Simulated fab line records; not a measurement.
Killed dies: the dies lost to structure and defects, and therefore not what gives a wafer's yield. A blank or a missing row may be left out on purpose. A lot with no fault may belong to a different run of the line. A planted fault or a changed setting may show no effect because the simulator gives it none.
A single fault, viewed from 2 desks | flow gf180mcu | each desk holds nothing but its own numbers, with what lay behind them at the end

THE METROLOGY DESK
What the gauges read, lot by lot, whatever tool the lot ran on: means of the sampled wafers that have a number. A lot is out of limits, marked OUT, if its mean lies more than 4 standard deviations from the usual mean; the brackets give that distance.
Columns: A = V4_W_RS at GF_V4_RS_MEAS_24, usual 0.328 ohm/sq; B = V4_W_THK at GF_V4_THK_MEAS_25, usual 357 nm
lot  | first seen here | A     | B
L990 | day 24 18:58    | 0.324 | 360
L991 | day 25 06:55    | 0.328 | 355
L101 | day 28 09:02    | 0.325 | 355
L111 | day 31 01:59    | 0.326 | 358
L112 | day 31 15:38    | 0.329 | 354
This desk's finding: nothing out of limits on any of the 5 lots.

FOR THE TOOL OWNER'S DESK: pvdSputter-02
The tool's own readings at GF_MIM_SPUTTER_02 (material AlCu, target thk 450 nm, time 23.9 s): means of the sampled wafers that have a number, for each lot that ran on this tool. A lot is out of limits, marked OUT, if its mean lies more than 4 standard deviations from the usual mean; the brackets give that distance.
Columns: A = chamberPressurePa at GF_MIM_SPUTTER_02, usual 0.3999 Pa; B = throttleValvePct at GF_MIM_SPUTTER_02, usual 30.2 %
lot  | first seen here | A                | B
L990 | day 24 19:35    | 0.3998           | 29.4
L101 | day 28 09:39    | 0.3988           | 30.5
L111 | day 31 02:35    | 0.4389 (+30) OUT | 28.8
This desk finds L111 out of limits, L111 being first, at day 31 02:35 (chamberPressurePa at GF_MIM_SPUTTER_02). In limits: L990, L101.

TAKEN TOGETHER
On L111, at day 31 02:35, an alarm was possible from the tool owner's desk.
The metrology desk saw nothing out of limits.
The metrology desk holds a record of L111, inside its limits.
Every lot named ran GF_MIM_SPUTTER_02 on pvdSputter-02.

WHAT THE SIMULATOR PUT IN
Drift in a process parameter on pvdSputter-02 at GF_MIM_SPUTTER_02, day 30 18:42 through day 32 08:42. Setting chamberPressurePa, moved by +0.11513, from 0.4. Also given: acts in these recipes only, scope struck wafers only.
Struck lots among those shown: L111.
Time in hours from fault onset to the first out-of-limits reading at each desk: the tool owner's desk, 8.
